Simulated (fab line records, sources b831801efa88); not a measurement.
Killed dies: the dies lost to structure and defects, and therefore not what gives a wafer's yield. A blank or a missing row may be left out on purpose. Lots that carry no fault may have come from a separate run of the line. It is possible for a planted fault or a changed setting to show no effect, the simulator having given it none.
Which tool is to blame?    flow sky130    12 lots with 36 wafers sampled at 5 steps, on a route of 708 steps

== WHAT THE GAUGES READ, wafer by wafer ==
SKY_METAL5_THK_MEAS_06: measures by xrf.
lot   measured      on             METAL5_ALCU_THK (nm)
L299  day 43 05:55  film metro-02  1151 1141 1152
L302  day 43 17:23  film metro-02  1151 1166 1155
L303  day 44 02:17  film metro-01  1128 1124 1127
L310  day 46 06:16  film metro-01  1157 1133 1145
L313  day 47 10:52  film metro-02  1142 1130 1153
L315  day 47 14:37  film metro-01  1146 1120 1147
L316  day 47 14:48  film metro-02  1159 1157 1165
L317  day 48 01:47  film metro-04  1125 1124 1112
L319  day 48 03:56  film metro-02  1178 1169 1137
L318  day 48 07:26  film metro-02  1178 1157 1182
L321  day 48 10:31  film metro-04  1162 1169 1142
L320  day 48 11:52  film metro-01  1150 1167 1143

SKY_PASSIVATION_THK_MEAS_03.
lot   measured      on             PASSIVATION_CVD_02_THK (nm)
L299  day 44 05:36  film metro-03  535 533 537
L302  day 44 16:41  film metro-04  536 642 546
L303  day 45 01:18  film metro-01  531 541 544
L310  day 47 02:42  film metro-04  540 545 544
L313  day 48 04:40  film metro-01  548 542 555
L315  day 48 09:52  film metro-04  543 550 543
L316  day 48 09:58  film metro-03  537 556 547
L317  day 48 20:43  film metro-03  528 543 528
L319  day 48 22:52  film metro-01  527 531 534
L318  day 49 02:45  film metro-04  546 548 558
L321  day 49 05:49  film metro-04  527 526 541
L320  day 49 06:52  film metro-03  524 531 534

== EACH LOT AND THE TOOL THAT RAN IT (in order: tool; ch and the chambers of the sampled wafers; start) ==
lot   SKY_VIA4_CMP_02                SKY_VIA4_CMP_21                SKY_PASSIVATION_CVD_02
L299  cmp-01 ch 1,2,3, day 42 05:06  cmp-01 ch 0,1,3, day 43 05:25  pecvd-03 ch 0,1,2, day 44 05:22
L302  cmp-02 ch 0,3, day 42 16:40    cmp-02 ch 0,2,3, day 43 16:48  pecvd-03 ch 0,1, day 44 16:28
L303  cmp-01 ch 1,3, day 43 01:52    cmp-02 ch 0,1,3, day 44 01:41  pecvd-02 ch 0,2, day 45 01:05
L310  cmp-02 ch 0,1,3, day 45 07:44  cmp-01 ch 0,1,3, day 46 05:40  pecvd-01 ch 0,1,2, day 47 02:29
L313  cmp-02 ch 0,1,2, day 46 12:53  cmp-01 ch 1,2,3, day 47 10:17  pecvd-01 ch 0,1,2, day 48 04:27
L315  cmp-01 ch 1,2,3, day 46 18:59  cmp-01 ch 1,2, day 47 13:53    pecvd-01 ch 0,1,2, day 48 09:38
L316  cmp-02 ch 0,3, day 46 20:45    cmp-01 ch 0,3, day 47 14:11    pecvd-03 ch 0,1,2, day 48 09:48
L317  cmp-01 ch 0,1, day 47 09:01    cmp-02 ch 0,3, day 48 01:11    pecvd-03 ch 0,1,2, day 48 20:29
L319  cmp-02 ch 0,1,2, day 47 10:29  cmp-01 ch 2,3, day 48 03:24    pecvd-01 ch 1,2, day 48 22:39
L318  cmp-02 ch 0,2,3, day 47 12:17  cmp-02 ch 0,1,2, day 48 06:55  pecvd-01 ch 0,2, day 49 02:30
L321  cmp-01 ch 0,2,3, day 47 14:29  cmp-01 ch 0,1,2, day 48 09:56  pecvd-02 ch 0,1,2, day 49 05:35
L320  cmp-01 ch 0,1,2, day 47 14:50  cmp-02 ch 0,1,2, day 48 11:16  pecvd-03 ch 0,1, day 49 06:39
- SKY_VIA4_CMP_02: polishes SiO2.
- SKY_VIA4_CMP_21: polishes, stops on SiO2, t overpolish 25 s, target thk 0 nm.
- SKY_PASSIVATION_CVD_02: deposits Si3N4, target thk 540 nm.

== AS READ BY THE TOOLS THEMSELVES (means over the sampled wafers that have a number; for cases with no such wafer, the mark the record gives instead) ==
SKY_VIA4_CMP_02.
lot   tool    motor current A (A)
L299  cmp-01  12.4
L302  cmp-02  12.2
L303  cmp-01  13.1
L310  cmp-02  12.2
L313  cmp-02  11.2
L315  cmp-01  12.3
L316  cmp-02  12.9
L317  cmp-01  12.7
L319  cmp-02  11.4
L318  cmp-02  11.5
L321  cmp-01  10.9
L320  cmp-01  12.8

SKY_VIA4_CMP_21.
lot   tool    motor current A (A)  overpolish run s (s)  time to endpoint s (s)
L299  cmp-01  10.6                 25.004                119
L302  cmp-02  10.6                 24.996                124
L303  cmp-02  11.2                 24.995                125
L310  cmp-01  10.8                 24.998                118
L313  cmp-01  11.3                 25.001                114
L315  cmp-01  13.0                 24.992                118
L316  cmp-01  9.7                  25.002                121
L317  cmp-02  11.4                 24.996                127
L319  cmp-01  10.7                 24.993                116
L318  cmp-02  10.4                 24.992                123
L321  cmp-01  11.5                 24.994                124
L320  cmp-02  10.5                 24.989                117

SKY_PASSIVATION_CVD_02.
lot   tool      heater power w (W)
L299  pecvd-03  880
L302  pecvd-03  830
L303  pecvd-02  740
L310  pecvd-01  749
L313  pecvd-01  753
L315  pecvd-01  702
L316  pecvd-03  850
L317  pecvd-03  875
L319  pecvd-01  754
L318  pecvd-01  756
L321  pecvd-02  732
L320  pecvd-03  818

== THE ANSWER, worked out from the rows above alone ==
Rule: the usual values come from the lots themselves. The widest of any qualifying gaps counts: lots, ordered by their means at a reading, are off when they make up no more than a third of the lots, leave a main group of 4 or more, and stand apart from it by 3 or more times the standard deviation of that group's means. A main group whose means are all the same, to the digits that the tables above print for the reading, isn't used. A lot without any number at a reading at which 4 lots or more have one is off too. Where the step has rows for the other lots, those lots are counted as sound. First the gauges in route order, then the tools' own readings, where a lot's mean is used as printed above. At the first step where some lot is off, the reading lying furthest off is the one used; lots without a number count as furthest.
Off: L302, seen at SKY_PASSIVATION_THK_MEAS_03 (PASSIVATION_CVD_02_THK). Mean 539 nm and standard deviation 7.4 in the main group.
If a tool, at a process step before that reading, ran all the lots that are off and no sound lot after the first of them, it fits. Gauges at SKY_PASSIVATION_THK_MEAS_03: tried the same way as those tools. None of those tried fits.

== WHAT THE SIMULATOR HAD INSERTED ==
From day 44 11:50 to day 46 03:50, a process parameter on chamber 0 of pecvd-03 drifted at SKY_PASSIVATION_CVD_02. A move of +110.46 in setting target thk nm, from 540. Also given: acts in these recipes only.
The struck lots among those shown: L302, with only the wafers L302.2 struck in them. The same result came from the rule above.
